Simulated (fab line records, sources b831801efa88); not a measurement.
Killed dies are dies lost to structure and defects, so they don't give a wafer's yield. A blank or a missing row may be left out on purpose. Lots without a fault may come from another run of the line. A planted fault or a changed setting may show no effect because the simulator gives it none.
Which tool did it? | flow sky130 | 6 lots, 18 wafers sampled, at 3 steps of a route of 708

WHAT THE GAUGES READ, wafer by wafer
SKY_PASSIVATION_THK_MEAS_01.
lot  | measured     | on            | PASSIVATION_CVD_00_THK (nm)
L970 | day 44 07:47 | film_metro-04 | 91.1 89.3 91.7
L974 | day 45 08:18 | film_metro-04 | 89.1 88.8 89.8
L973 | day 45 11:59 | film_metro-04 | 90.1 91.0 91.6
L978 | day 46 10:07 | film_metro-03 | 88.5 89.5 90.2
L981 | day 47 05:14 | film_metro-03 | 90.9 90.3 91.9
L986 | day 48 11:01 | film_metro-04 | 89.0 88.5 90.8

WHICH TOOL RAN EACH LOT (tool, then ch and the chambers of the sampled wafers, then the start)
lot  | SKY_VIA3_CLEAN_18               | SKY_VIA4_CVD_18
L970 | wet_bench-01 ch 0, day 40 03:24 | cvd_w-01 ch 0,1, day 43 07:13
L974 | wet_bench-01 ch 1, day 41 07:57 | cvd_w-01 ch 0,1, day 44 07:58
L973 | wet_bench-02 ch 3, day 41 11:11 | cvd_w-02 ch 0,1, day 44 12:38
L978 | wet_bench-02 ch 3, day 42 11:34 | cvd_w-01 ch 0,1, day 45 11:36
L981 | wet_bench-01 ch 0, day 43 10:13 | cvd_w-02 ch 0,1, day 46 06:59
L986 | wet_bench-02 ch 2, day 44 19:02 | cvd_w-01 ch 0,1, day 47 14:40
- SKY_VIA3_CLEAN_18: cleans in IPA, time 180 s.
- SKY_VIA4_CVD_18: deposits W, target thk 505 nm, time 152.14 s.

THE ANSWER, worked out from the rows above alone
Rule: what is usual is taken from the lots themselves. Put in order of their means at a reading, lots are off if they are a third of the lots or fewer, leave a main group of 4 or more, and stand apart from it by a gap of 3 or more times the standard deviation of the main group's means; of several such gaps the widest counts. A main group whose means are all the same, to the digits that the tables above print for the reading, isn't used. A lot without any number at a reading at which 4 lots or more have one is off too. The other lots that the step has rows for count as sound.
No lot is off at any reading shown: from this, nothing can be told.

WHAT THE SIMULATOR HAD PUT IN
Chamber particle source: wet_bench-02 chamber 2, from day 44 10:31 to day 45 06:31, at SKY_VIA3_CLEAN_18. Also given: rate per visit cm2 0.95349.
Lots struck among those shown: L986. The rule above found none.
